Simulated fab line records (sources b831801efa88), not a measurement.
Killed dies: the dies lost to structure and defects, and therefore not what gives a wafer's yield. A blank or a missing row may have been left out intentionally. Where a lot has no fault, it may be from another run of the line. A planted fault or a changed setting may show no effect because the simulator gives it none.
A single fault, viewed from 2 desks / flow gf180mcu / numbers are kept per desk, each desk with only its own; the story behind them comes last

== THE METROLOGY DESK ==
Means of the sampled wafers that have a number, per lot and without regard to the tool the lot ran on: this is what the gauges read. The brackets show how far a lot's mean lies from the usual mean; more than 4 standard deviations puts the lot out of limits, marked OUT.
Columns: A = cd_nm at GF_M1_CD_MEAS_14, usual 230.0 nm; B = V1_BOW at GF_V1_BOW_MEAS_05, usual 83 um
lot=L783; first seen here=day 17 08:37; A=228.8; B=87
lot=L784; first seen here=day 17 22:35; A=230.2; B=78
lot=L786; first seen here=day 18 23:11; A=230.2; B=87
lot=L789; first seen here=day 19 17:04; A=229.7; B=87
lot=L792; first seen here=day 21 00:16; A=251.2 (+15) OUT; B=86
lot=L794; first seen here=day 21 09:28; A=250.7 (+15) OUT; B=80
lot=L795; first seen here=day 21 20:26; A=230.7; B=92
lot=L796; first seen here=day 21 23:10; A=230.4; B=78
lot=L797; first seen here=day 22 07:30; A=229.5; B=82
lot=L799; first seen here=day 23 04:53; A=230.8; B=79
lot=L801; first seen here=day 23 12:48; A=229.2; B=74
lot=L805; first seen here=day 24 14:15; A=230.4; B=90
This desk's verdict: out of limits on L792, L794, starting with L792 at day 21 00:16 (cd_nm at GF_M1_CD_MEAS_14). L783, L784, L786, L789, L795, L796, L797, L799, L801, L805 stayed within limits.

== TOOL OWNER'S DESK, krf_scanner-01 ==
The tool's own readings at GF_M1_EXPOSE_11 (exposes mask Metal1, target cd 230 nm): means of the sampled wafers that have a number, for each lot that ran on this tool. The brackets show how far a lot's mean lies from the usual mean; more than 4 standard deviations puts the lot out of limits, marked OUT.
Columns: A = exposure_dose_mJ_cm2 at GF_M1_EXPOSE_11, usual 27.87
lot=L783; first seen here=day 16 21:07; A=27.94
lot=L784; first seen here=day 17 10:51; A=27.94
lot=L789; first seen here=day 19 05:11; A=27.87
lot=L792; first seen here=day 20 12:16; A=24.46 (-90) OUT
lot=L794; first seen here=day 20 22:00; A=24.42 (-91) OUT
This desk's verdict: out of limits on L792, L794, starting with L792 at day 20 12:16 (exposure_dose_mJ_cm2 at GF_M1_EXPOSE_11). L783, L784, L789 stayed within limits.

== ALL TOGETHER ==
On L792, L794, at day 20 12:16, an alarm was possible from the tool owner's desk.
Metrology desk: alarm possible at day 21 00:16 on L792, L794.
Every lot named ran GF_M1_EXPOSE_11 on krf_scanner-01.

== WHAT THE SIMULATOR PUT IN ==
Process parameters drifting: krf_scanner-01 at GF_M1_EXPOSE_11, beginning at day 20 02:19. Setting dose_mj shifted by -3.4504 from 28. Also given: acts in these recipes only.
Struck lots among those shown: L792, L794.
Time in hours from fault onset to the first out-of-limits reading at each desk: tool owner's desk 10, metrology desk 22.
